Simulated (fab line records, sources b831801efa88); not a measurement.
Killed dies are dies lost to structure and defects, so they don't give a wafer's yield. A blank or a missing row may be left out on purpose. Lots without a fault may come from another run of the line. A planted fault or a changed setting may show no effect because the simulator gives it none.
Which tool did it? | flow sky130 | 10 lots, 30 wafers sampled, at 2 steps of a route of 708

WHAT THE GAUGES READ, wafer by wafer
SKY_METAL1_RS_MEAS_05: measures by four-point-probe.
lot  | measured     | on            | METAL1_ALCU_RS (ohm/sq)
L997 | day 33 02:25 | film_metro-03 | 0.1263 0.1252 0.1260
L101 | day 33 13:13 | film_metro-03 | 0.1248 0.1248 0.1259
L103 | day 34 10:32 | film_metro-02 | 0.1264 0.1248 0.1246
L105 | day 34 18:16 | film_metro-03 | 0.1247 0.1248 0.1243
L106 | day 35 05:17 | film_metro-04 | 0.1291 0.1279 0.1273
L107 | day 35 07:19 | film_metro-03 | 0.1284 0.1271 0.1276
L112 | day 37 05:34 | film_metro-02 | 0.1245 0.1265 0.1256
L114 | day 38 01:24 | film_metro-02 | 0.1256 0.1262 0.1255
L115 | day 38 03:00 | film_metro-02 | 0.1305 0.1285 0.1281
L116 | day 38 09:36 | film_metro-03 | 0.1284 0.1281 0.1277

SKY_METAL1_OVL_MEAS_16.
lot  | measured     | on         | METAL1_OVL (nm)
L997 | day 34 03:52 | overlay-02 | -7 1 3
L101 | day 34 15:46 | overlay-01 | 1 -6 9
L103 | day 35 13:07 | overlay-01 | -7 -2 -5
L105 | day 35 21:04 | overlay-02 | 0 -2 -3
L106 | day 36 07:46 | overlay-01 | -11 -6 -3
L107 | day 36 09:16 | overlay-01 | 1 -8 -5
L112 | day 38 07:19 | overlay-02 | -12 -11 -17
L114 | day 39 02:32 | overlay-01 | -16 -10 -11
L115 | day 39 04:48 | overlay-02 | 4 0 0
L116 | day 39 11:22 | overlay-01 | -6 -8 -8

WHICH TOOL RAN EACH LOT (tool, then ch and the chambers of the sampled wafers, then the start)
The record holds no process step before these readings.

WHAT THE TOOLS THEMSELVES READ (means of the sampled wafers that have a number; where no wafer has one, the mark that the record gives instead)
The record holds no such reading with a usual standard deviation.

THE ANSWER, worked out from the rows above alone
Rule: what is usual is taken from the lots themselves. Put in order of their means at a reading, lots are off if they are a third of the lots or fewer, leave a main group of 4 or more, and stand apart from it by a gap of 3 or more times the standard deviation of the main group's means; of several such gaps the widest counts. A main group whose means are all the same, to the digits that the tables above print for the reading, isn't used. A lot without any number at a reading at which 4 lots or more have one is off too. The other lots that the step has rows for count as sound. The gauges are gone through in route order, then the tools' own readings, and for those a lot's mean is taken as printed above. The first step at which some lot is off is used, and at that step the reading that is off furthest; a lot without a number counts as furthest.
No lot is off at any reading shown: from this, nothing can be told.

WHAT THE SIMULATOR HAD PUT IN
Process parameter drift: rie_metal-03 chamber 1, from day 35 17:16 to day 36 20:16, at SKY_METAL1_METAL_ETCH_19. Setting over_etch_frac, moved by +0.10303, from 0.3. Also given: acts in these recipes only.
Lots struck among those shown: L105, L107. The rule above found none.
